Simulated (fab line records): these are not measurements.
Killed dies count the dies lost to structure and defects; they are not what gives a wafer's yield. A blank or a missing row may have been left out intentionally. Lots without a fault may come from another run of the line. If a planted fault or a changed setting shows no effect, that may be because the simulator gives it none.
The tool behind it: which one?    flow sfq line    21 wafers from 7 lots sampled at 3 of the route's 325 steps

WHAT THE GAUGES READ, wafer by wafer
SFQ_M3_RS_MEAS_919: measures by four-point-probe.
lot   measured      on             M3_NB_RS (ohm/sq)
L162  day 39 02:10  film metro-02  0.893 0.895 0.900
L166  day 39 21:22  film metro-03  0.890 0.896 0.893
L173  day 41 19:27  film metro-02  0.624 0.906 0.905
L178  day 43 08:43  film metro-01  0.881 0.885 0.880
L180  day 49 19:14  film metro-02  0.904 0.901 0.892
L182  day 50 07:49  film metro-01  0.896 0.906 0.900
L184  day 50 13:47  film metro-01  0.881 0.882 0.895

WHICH TOOL RAN EACH LOT (tool, then ch and the chambers of the sampled wafers, then the start)
lot   SFQ_TRILAYER_I1_DEP_PECVD_045    SFQ_TRILAYER_M3_DEP_SPUTTER_073
L162  pecvd-04 ch 0,2, day 24 07:45    pvd sputter-03, day 39 02:05
L166  pecvd-03 ch 1,2, day 26 09:22    pvd sputter-04, day 39 21:16
L173  pecvd-02 ch 0,1, day 28 17:56    pvd sputter-05, day 41 19:18
L178  pecvd-02 ch 0,1, day 30 08:45    pvd sputter-04, day 43 08:38
L180  pecvd-03 ch 0,2, day 31 17:17    pvd sputter-04, day 49 19:06
L182  pecvd-02 ch 1,2, day 32 12:29    pvd sputter-03, day 50 07:42
L184  pecvd-02 ch 0,1,2, day 33 12:29  pvd sputter-03, day 50 13:42
- SFQ_TRILAYER_I1_DEP_PECVD_045: deposits SiO2 from SiH4/N2O, time 111.11 s, target thk 500 nm.
- SFQ_TRILAYER_M3_DEP_SPUTTER_073: material Nb, target thk 200 nm, time 133.3 s.

THE ANSWER, worked out from the rows above alone
Rule: the usual values come from the lots themselves. The widest of any qualifying gaps counts: lots, ordered by their means at a reading, are off when they make up no more than a third of the lots, leave a main group of 4 or more, and stand apart from it by 3 or more times the standard deviation of that group's means. The tables above print the reading to a certain number of digits; a main group whose means all agree to those digits is not used. Also off: a lot with no number at a reading for which 4 or more lots have one. The other lots that the step has rows for count as sound.
Off: L173, at SFQ_M3_RS_MEAS_919 (M3_NB_RS). Mean 0.893 ohm/sq and standard deviation 0.0068 in the main group.
A tool fits if, at a process step before that reading, it ran every lot that is off, and no sound lot after the first of them. Gauges at SFQ_M3_RS_MEAS_919: tried the same way as those tools. One fits: pvd sputter-05 at SFQ_TRILAYER_M3_DEP_SPUTTER_073. It ran no sound lot before its first lot that is off in this sample, so the start can't be narrowed down.

WHAT HAD BEEN PUT IN BY THE SIMULATOR
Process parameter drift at SFQ_TRILAYER_M3_DEP_SPUTTER_073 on pvd sputter-05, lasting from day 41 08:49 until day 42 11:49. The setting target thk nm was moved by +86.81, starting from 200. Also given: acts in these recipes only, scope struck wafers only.
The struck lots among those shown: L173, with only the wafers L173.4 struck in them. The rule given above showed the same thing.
